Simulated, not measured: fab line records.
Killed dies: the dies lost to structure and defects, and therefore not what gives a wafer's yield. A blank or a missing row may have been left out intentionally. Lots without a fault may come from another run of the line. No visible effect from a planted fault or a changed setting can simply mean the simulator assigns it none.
Which of the tools did it? :: flow sky130 :: 27 wafers from 9 lots sampled at 5 of the route's 708 steps

WHAT THE GAUGES READ, wafer by wafer
SKY_LOCAL_INTERCONNECT_RS_MEAS_01: a four-point-probe measurement.
lot: L739
measured: day 29 21:11
on: film_metro-03
LOCAL_INTERCONNECT_TIN_RS (ohm/sq): 14.15 13.87 14.18

lot: L742
measured: day 30 17:32
on: film_metro-01
LOCAL_INTERCONNECT_TIN_RS (ohm/sq): 13.97 14.15 14.23

lot: L745
measured: day 31 15:40
on: film_metro-04
LOCAL_INTERCONNECT_TIN_RS (ohm/sq): 14.01 14.33 14.02

lot: L754
measured: day 34 13:18
on: film_metro-04
LOCAL_INTERCONNECT_TIN_RS (ohm/sq): 14.02 14.06 14.47

lot: L752
measured: day 34 15:05
on: film_metro-04
LOCAL_INTERCONNECT_TIN_RS (ohm/sq): 18.09 14.56 18.11 18.09 14.54 18.13

lot: L755
measured: day 35 21:04
on: film_metro-03
LOCAL_INTERCONNECT_TIN_RS (ohm/sq): 14.44 18.58 18.59 14.44 18.55 18.58

lot: L757
measured: day 35 22:10
on: film_metro-03
LOCAL_INTERCONNECT_TIN_RS (ohm/sq): 13.97 14.17 14.30

lot: L758
measured: day 35 22:49
on: film_metro-01
LOCAL_INTERCONNECT_TIN_RS (ohm/sq): 13.98 14.18 14.01

lot: L760
measured: day 36 08:13
on: film_metro-04
LOCAL_INTERCONNECT_TIN_RS (ohm/sq): 14.09 13.96 14.09

SKY_LOCAL_INTERCONNECT_THK_MEAS_02: measures by xrf.
lot: L739
measured: day 29 21:18
on: film_metro-03
LOCAL_INTERCONNECT_TIN_THK (nm): 98.6 100.9 98.7

lot: L742
measured: day 30 17:38
on: film_metro-01
LOCAL_INTERCONNECT_TIN_THK (nm): 100.4 98.6 98.5

lot: L745
measured: day 31 15:47
on: film_metro-04
LOCAL_INTERCONNECT_TIN_THK (nm): 99.1 96.9 99.3

lot: L754
measured: day 34 13:25
on: film_metro-04
LOCAL_INTERCONNECT_TIN_THK (nm): 98.5 98.2 95.3

lot: L752
measured: day 34 17:32
on: film_metro-04
LOCAL_INTERCONNECT_TIN_THK (nm): 77.2 95.2 77.0 77.0 94.9 76.7

lot: L755
measured: day 36 02:37
on: film_metro-03
LOCAL_INTERCONNECT_TIN_THK (nm): 97.4 76.4 76.5 96.9 76.5 76.5

lot: L757
measured: day 35 22:16
on: film_metro-03
LOCAL_INTERCONNECT_TIN_THK (nm): 99.5 98.8 97.8

lot: L758
measured: day 35 22:55
on: film_metro-01
LOCAL_INTERCONNECT_TIN_THK (nm): 100.0 98.9 100.5

lot: L760
measured: day 36 08:19
on: film_metro-04
LOCAL_INTERCONNECT_TIN_THK (nm): 98.3 99.3 98.4

SKY_LOCAL_INTERCONNECT_OVL_MEAS_12.
lot: L739
measured: day 31 01:44
on: overlay-01
LOCAL_INTERCONNECT_OVL (nm): 2 0 -9

lot: L742
measured: day 31 21:24
on: overlay-02
LOCAL_INTERCONNECT_OVL (nm): 7 8 0

lot: L745
measured: day 32 18:46
on: overlay-02
LOCAL_INTERCONNECT_OVL (nm): 8 8 13

lot: L754
measured: day 35 16:32
on: overlay-01
LOCAL_INTERCONNECT_OVL (nm): -5 10 -4

lot: L752
measured: day 35 18:17
on: overlay-01
LOCAL_INTERCONNECT_OVL (nm): 6 3 10

lot: L755
measured: day 36 23:45
on: overlay-01
LOCAL_INTERCONNECT_OVL (nm): 4 7 8

lot: L757
measured: day 37 00:55
on: overlay-01
LOCAL_INTERCONNECT_OVL (nm): 5 7 3

lot: L758
measured: day 37 01:16
on: overlay-01
LOCAL_INTERCONNECT_OVL (nm): 6 0 8

lot: L760
measured: day 37 10:43
on: overlay-01
LOCAL_INTERCONNECT_OVL (nm): 7 0 -2

TOOL THAT RAN EACH LOT (tool first, then ch and the chambers of the sampled wafers, then the start)
lot: L739
SKY_LI_CONTACT_ETCH_14: rie_diel-03 ch 0,1,2, day 29 19:55
SKY_LOCAL_INTERCONNECT_SPUTTER_00: pvd_sputter-02, day 29 21:06

lot: L742
SKY_LI_CONTACT_ETCH_14: rie_diel-01 ch 1,2, day 30 16:10
SKY_LOCAL_INTERCONNECT_SPUTTER_00: pvd_sputter-03, day 30 17:27

lot: L745
SKY_LI_CONTACT_ETCH_14: rie_diel-02 ch 0,3, day 31 14:01
SKY_LOCAL_INTERCONNECT_SPUTTER_00: pvd_sputter-04, day 31 15:36

lot: L754
SKY_LI_CONTACT_ETCH_14: rie_diel-03 ch 0,1, day 34 11:59
SKY_LOCAL_INTERCONNECT_SPUTTER_00: pvd_sputter-02, day 34 13:14

lot: L752
SKY_LI_CONTACT_ETCH_14: rie_diel-02 ch 0,2,3, day 34 13:50
SKY_LOCAL_INTERCONNECT_SPUTTER_00: pvd_sputter-02, day 34 15:00

lot: L755
SKY_LI_CONTACT_ETCH_14: rie_diel-01 ch 0,2, day 35 19:50
SKY_LOCAL_INTERCONNECT_SPUTTER_00: pvd_sputter-02, day 35 21:00

lot: L757
SKY_LI_CONTACT_ETCH_14: rie_diel-02 ch 0,3, day 35 20:52
SKY_LOCAL_INTERCONNECT_SPUTTER_00: pvd_sputter-04, day 35 22:03

lot: L758
SKY_LI_CONTACT_ETCH_14: rie_diel-01 ch 0,3, day 35 21:31
SKY_LOCAL_INTERCONNECT_SPUTTER_00: pvd_sputter-04, day 35 22:42

lot: L760
SKY_LI_CONTACT_ETCH_14: rie_diel-01 ch 1,2, day 36 06:55
SKY_LOCAL_INTERCONNECT_SPUTTER_00: pvd_sputter-03, day 36 08:06
- SKY_LI_CONTACT_ETCH_14: etches BARC in N2/H2, stops on SiO2, time 45.9 s, target depth 60 nm.
- SKY_LOCAL_INTERCONNECT_SPUTTER_00: material TiN, target thk 100 nm, time 83.3 s.

WHAT THE TOOLS THEMSELVES READ (means of the sampled wafers that have a number; where no wafer has one, the mark that the record gives instead)
SKY_LI_CONTACT_ETCH_14.
lot: L739
tool: rie_diel-03
chamber_pressure_mTorr (mTorr): 30.000
drypump_motor_current_A (A): 5.3
oes_product_au (a.u.): 0.857
throttle_valve_pct (%): 13.220

lot: L742
tool: rie_diel-01
chamber_pressure_mTorr (mTorr): 29.987
drypump_motor_current_A (A): 5.3
oes_product_au (a.u.): 0.853
throttle_valve_pct (%): 13.229

lot: L745
tool: rie_diel-02
chamber_pressure_mTorr (mTorr): 30.013
drypump_motor_current_A (A): 4.7
oes_product_au (a.u.): 0.857
throttle_valve_pct (%): 13.224

lot: L754
tool: rie_diel-03
chamber_pressure_mTorr (mTorr): 29.992
drypump_motor_current_A (A): 5.3
oes_product_au (a.u.): 0.851
throttle_valve_pct (%): 13.219

lot: L752
tool: rie_diel-02
chamber_pressure_mTorr (mTorr): 29.987
drypump_motor_current_A (A): 5.1
oes_product_au (a.u.): 0.856
throttle_valve_pct (%): 13.225

lot: L755
tool: rie_diel-01
chamber_pressure_mTorr (mTorr): 30.012
drypump_motor_current_A (A): 5.6
oes_product_au (a.u.): 0.855
throttle_valve_pct (%): 13.217

lot: L757
tool: rie_diel-02
chamber_pressure_mTorr (mTorr): 30.018
drypump_motor_current_A (A): 4.7
oes_product_au (a.u.): 0.853
throttle_valve_pct (%): 13.224

lot: L758
tool: rie_diel-01
chamber_pressure_mTorr (mTorr): 30.004
drypump_motor_current_A (A): 5.8
oes_product_au (a.u.): 0.853
throttle_valve_pct (%): 13.218

lot: L760
tool: rie_diel-01
chamber_pressure_mTorr (mTorr): 29.991
drypump_motor_current_A (A): 5.2
oes_product_au (a.u.): 0.855
throttle_valve_pct (%): 13.228

SKY_LOCAL_INTERCONNECT_SPUTTER_00.
lot: L739
tool: pvd_sputter-02
cathode_dc_power_W (W): 6501.1
substrate_temp_c (C): 300.16
throttle_valve_pct (%): 30.3

lot: L742
tool: pvd_sputter-03
cathode_dc_power_W (W): 6500.7
substrate_temp_c (C): 300.14
throttle_valve_pct (%): 30.2

lot: L745
tool: pvd_sputter-04
cathode_dc_power_W (W): 6500.2
substrate_temp_c (C): 299.98
throttle_valve_pct (%): 29.7

lot: L754
tool: pvd_sputter-02
cathode_dc_power_W (W): 6499.1
substrate_temp_c (C): 300.05
throttle_valve_pct (%): 30.2

lot: L752
tool: pvd_sputter-02
cathode_dc_power_W (W): 6499.8
substrate_temp_c (C): 299.98
throttle_valve_pct (%): 30.7

lot: L755
tool: pvd_sputter-02
cathode_dc_power_W (W): 6499.7
substrate_temp_c (C): 299.93
throttle_valve_pct (%): 30.1

lot: L757
tool: pvd_sputter-04
cathode_dc_power_W (W): 6500.3
substrate_temp_c (C): 299.72
throttle_valve_pct (%): 30.4

lot: L758
tool: pvd_sputter-04
cathode_dc_power_W (W): 6500.4
substrate_temp_c (C): 300.07
throttle_valve_pct (%): 30.4

lot: L760
tool: pvd_sputter-03
cathode_dc_power_W (W): 6500.0
substrate_temp_c (C): 299.92
throttle_valve_pct (%): 31.3

THE ANSWER, worked out from the rows above alone
Rule: usual is defined by the lots themselves. The widest of any qualifying gaps counts: lots, ordered by their means at a reading, are off when they make up no more than a third of the lots, leave a main group of 4 or more, and stand apart from it by 3 or more times the standard deviation of that group's means. A main group is skipped when, at the precision printed for the reading in the tables above, its means are all equal. Also off: a lot with no number at a reading for which 4 or more lots have one. The other lots that the step has rows for count as sound. After the gauges, taken in route order, come the tools' own readings; for these a lot's mean is taken, as printed above. At the first step where some lot is off, the reading lying furthest off is the one used; lots without a number count as furthest.
Off: at SKY_LOCAL_INTERCONNECT_RS_MEAS_01 (LOCAL_INTERCONNECT_TIN_RS), L752, L755. The main group has a mean of 14.11 ohm/sq with a standard deviation of 0.047.
If a tool, at a process step before that reading, ran all the lots that are off and no sound lot after the first of them, it fits. Those tools and the gauges at SKY_LOCAL_INTERCONNECT_RS_MEAS_01 are tried in the same way. One fits: pvd_sputter-02 at SKY_LOCAL_INTERCONNECT_SPUTTER_00. Its last sound lot is L754 (day 34 13:14), its first lot that is off L752 (day 34 15:00): a fault that began between those two fits.

WHAT THE SIMULATOR HAD INSERTED
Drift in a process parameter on pvd_sputter-02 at SKY_LOCAL_INTERCONNECT_SPUTTER_00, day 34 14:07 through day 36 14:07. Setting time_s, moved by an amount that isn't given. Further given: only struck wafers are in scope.
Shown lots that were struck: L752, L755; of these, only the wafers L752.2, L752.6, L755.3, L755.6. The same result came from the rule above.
